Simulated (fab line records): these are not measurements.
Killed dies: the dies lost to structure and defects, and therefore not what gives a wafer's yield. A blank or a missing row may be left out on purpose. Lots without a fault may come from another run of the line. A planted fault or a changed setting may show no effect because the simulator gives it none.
A struck lot beside a sound one -- flow sky130 -- 18 steps out of a route of 708
Sound: these wafers, L993.1, L993.2, L993.6. Struck: wafers L106.1, L106.2, L106.5. At the end, the cause is stated.
For every step that has rows: the tool of each side, followed by ch and its chambers, followed by its first start. Under that, the readings that differ: sound wafers -- struck wafers -- difference of the means -- sigmas: that difference in standard deviations of wafers without a fault.
alike: words and numbers the same on both sides, and readings whose means are apart by under 2 such deviations; not compared: readings that were withheld, readings missing a value for some wafer, numbers with overlapping values and no deviation given by the record, and bounds like >300 which may hide the same value.
A row with sigmas, a row that says differs or no value, or rows on one side alone: a step with any of these is where the two part. Numbers that don't overlap but have no deviation are shown without sigmas and don't part them. A reading missing from all wafers of one side parts the sides only when that side holds two or more wafers.

SKY_LDD_HVP_STRIP_09: strips in O2/N2.
  sound on plasmaAsher-01 ch 0,1, day 22 22:29; struck on plasmaAsher-02 ch 0,1, day 26 15:44
  alike: drypumpMotorCurrentA, o2FlowSccm, oesProductAu, stripTimeToEndpointS
  not compared: rfHoursCounterH
SKY_LDD_HVP_TW_MEAS_10:
  sound on filmMetro-03, day 22 22:35; struck on filmMetro-03, day 26 15:50
  alike: LDD_HVP_TW
then, 7 steps without rows for these wafers: SKY_LDD_LDN_DEHYDRATE_00 (time 60 s); SKY_LDD_LDN_HMDS_01 (prime time 60 s); SKY_LDD_LDN_COAT_02 (resist thk 1140 nm); SKY_LDD_LDN_SOFTBAKE_03 (time 60 s); SKY_LDD_LDN_EXPOSE_04 (exposes mask LDNTM, target cd 700 nm); SKY_LDD_LDN_PEB_05; SKY_LDD_LDN_DEVELOP_06 (develop time 60 s).
SKY_LDD_LDN_OVL_MEAS_07:
  sound on overlay-01, day 24 04:37; struck on overlay-02, day 27 21:25
reading,sound,struck,difference,sigmas
LDD_LDN_OVL (nm),1.7 2.3 2.5,-1.0 -0.1 -0.4,-2.7,-2
then, 2 steps without rows for these wafers: SKY_LDD_LDN_IMPLANT_08; SKY_LDD_LDN_IMPLANT_09.
SKY_LDD_LDN_IMPLANT_10:
  sound on implanter-01 ch 0, day 24 04:57; struck on implanter-02 ch 0, day 27 21:45
reading,sound,struck,difference,sigmas
doseIonsCm2,1.2494e+13 1.2514e+13 1.2501e+13,6.919e+12 6.922e+12 6.96e+12,-5.569e+12,-99 or more
faradayCurrentUA,71.4 72.4 70.2,39.3 40.6 39.6,-31.5,-23
  alike: beamEnergyKeV, endStationPressureTorr
next, for these wafers, 1 step has no rows: SKY_LDD_LDN_IMPLANT_11.
SKY_LDD_LDN_STRIP_12: strips in O2/N2.
  sound on plasmaAsher-04 ch 0,1, day 24 05:15; struck on plasmaAsher-02 ch 0,1, day 27 22:03
  alike: drypumpMotorCurrentA, o2FlowSccm, oesProductAu, stripTimeToEndpointS
  not compared: rfHoursCounterH
SKY_LDD_LDN_TW_MEAS_13:
  sound on filmMetro-01, day 24 05:21; struck on filmMetro-04, day 27 22:09
reading,sound,struck,difference,sigmas
LDD_LDN_TW,1472 1470 1472,1442 1445 1446,-27,-2
then, 1 step without rows for these wafers: SKY_LDD_LDN_CLEAN_14 (cleans in SC1/SC2, time 150 s).
-- record jumps: 21 days separate the struck wafers' starts on either side; left off in module LDD_LDN, taken up again in module PAD_OPEN, whose first shown step is the route's number 708 --
SKY_PAD_OPEN_PROBE_99:
  sound on prober-02, day 46 17:18; struck on prober-01, day 49 03:25
reading,sound,struck,difference,sigmas
model.etest.tipSonos.rsOhmSq,2567 2606 2607,2840 2810 2820,+230,
  alike: killed_at_M0_to_M3, killed_at_M4_up, killedAtContacts, killedAtFrontEnd, killedAtOther, killedDies, killedOpen, killedShort

== WHERE THEY PART ==
First at SKY_LDD_LDN_OVL_MEAS_07; last, within this record, at SKY_LDD_LDN_TW_MEAS_13. Later steps at which nothing parts them and some readings are alike: SKY_PAD_OPEN_PROBE_99.

WHY: the cause the simulator had injected
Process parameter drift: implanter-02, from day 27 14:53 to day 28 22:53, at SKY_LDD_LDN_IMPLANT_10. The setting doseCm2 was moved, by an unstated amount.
